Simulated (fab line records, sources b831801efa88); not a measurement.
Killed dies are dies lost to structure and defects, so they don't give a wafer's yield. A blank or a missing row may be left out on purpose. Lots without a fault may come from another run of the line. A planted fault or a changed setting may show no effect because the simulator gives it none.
Which tool did it? | flow sky130 | 12 lots, 36 wafers sampled, at 1 step of a route of 708

WHAT THE GAUGES READ, wafer by wafer
SKY_SD_N_RS_MEAS_17: measures by four-point-probe.
lot  | measured     | on            | SD_P_RS (ohm/sq)
L075 | day 28 06:56 | film_metro-03 | 147.5 147.6 147.0
L077 | day 28 20:29 | film_metro-03 | 147.5 147.4 147.6
L079 | day 29 07:52 | film_metro-04 | 147.2 146.9 147.3
L081 | day 30 10:52 | film_metro-01 | 147.7 147.8 147.5
L083 | day 31 08:00 | film_metro-03 | 147.5 147.1 147.4
L086 | day 31 22:03 | film_metro-04 | 147.0 146.9 147.2
L087 | day 32 08:14 | film_metro-01 | 147.1 146.9 146.9
L089 | day 33 05:45 | film_metro-01 | 147.4 147.2 147.2
L091 | day 33 21:29 | film_metro-01 | 147.2 147.2 147.3
L093 | day 34 03:31 | film_metro-01 | 147.0 146.9 147.0
L095 | day 34 19:01 | film_metro-01 | 147.2 146.8 147.1
L097 | day 35 05:03 | film_metro-01 | 147.2 147.6 147.5

WHICH TOOL RAN EACH LOT (tool, then ch and the chambers of the sampled wafers, then the start)
The record holds no process step before these readings.

THE ANSWER, worked out from the rows above alone
Rule: what is usual is taken from the lots themselves. Put in order of their means at a reading, lots are off if they are a third of the lots or fewer, leave a main group of 4 or more, and stand apart from it by a gap of 3 or more times the standard deviation of the main group's means; of several such gaps the widest counts. A main group whose means are all the same, to the digits that the tables above print for the reading, isn't used. A lot without any number at a reading at which 4 lots or more have one is off too. The other lots that the step has rows for count as sound.
No lot is off at any reading shown: from this, nothing can be told.

WHAT THE SIMULATOR HAD PUT IN
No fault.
